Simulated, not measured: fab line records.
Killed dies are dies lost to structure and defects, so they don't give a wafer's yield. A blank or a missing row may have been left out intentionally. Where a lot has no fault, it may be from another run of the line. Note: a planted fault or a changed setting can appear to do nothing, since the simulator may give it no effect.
Which tool was responsible?    flow sky130    7 lots, 21 wafers sampled, at 2 steps of a route of 708

== WHAT EACH GAUGE READ, for each wafer ==
SKY_NWELL_RS_MEAS_29: uses a four-point probe to measure.
lot   measured      on             NWELL_RS (ohm/sq)
L525  day 6 11:25   film metro-01  623.6 623.8 624.0
L528  day 7 09:26   film metro-04  624.1 623.5 624.8
L532  day 8 08:55   film metro-02  649.5 651.4 648.5
L534  day 8 18:16   film metro-02  650.8 653.2 652.4
L537  day 9 14:10   film metro-02  626.7 628.0 625.7
L540  day 10 11:32  film metro-01  625.9 625.9 625.0
L542  day 11 05:24  film metro-04  625.6 626.2 625.1

== WHICH TOOL RAN EACH LOT (tool, then ch and the chambers of the sampled wafers, then the start) ==
lot   SKY_NWELL_IMPLANT_13
L525  implanter-01 ch 0, day 5 16:20
L528  implanter-02 ch 0, day 6 12:57
L532  implanter-01, day 7 12:31
L534  implanter-01, day 7 20:56
L537  implanter-01 ch 0, day 8 16:02
L540  implanter-02 ch 0, day 9 12:33
L542  implanter-02 ch 0, day 10 04:44
- SKY_NWELL_IMPLANT_13

== THE ANSWER, worked out from the rows above alone ==
Rule: usual is defined by the lots themselves. The widest of any qualifying gaps counts: lots, ordered by their means at a reading, are off when they make up no more than a third of the lots, leave a main group of 4 or more, and stand apart from it by 3 or more times the standard deviation of that group's means. If all means in a main group match to the digits the tables above print for the reading, that group is not used. A lot without any number at a reading at which 4 lots or more have one is off too. Where the step has rows for the other lots, those lots are counted as sound.
Off: L532, L534, at SKY_NWELL_RS_MEAS_29 (NWELL_RS). The main group has a mean of 625.2 ohm/sq with a standard deviation of 1.1.
If a tool, at a process step before that reading, ran all the lots that are off and no sound lot after the first of them, it fits. Those tools and the gauges at SKY_NWELL_RS_MEAS_29 are tried in the same way. Not one of the candidates tried fits.

== WHAT HAD BEEN PUT IN BY THE SIMULATOR ==
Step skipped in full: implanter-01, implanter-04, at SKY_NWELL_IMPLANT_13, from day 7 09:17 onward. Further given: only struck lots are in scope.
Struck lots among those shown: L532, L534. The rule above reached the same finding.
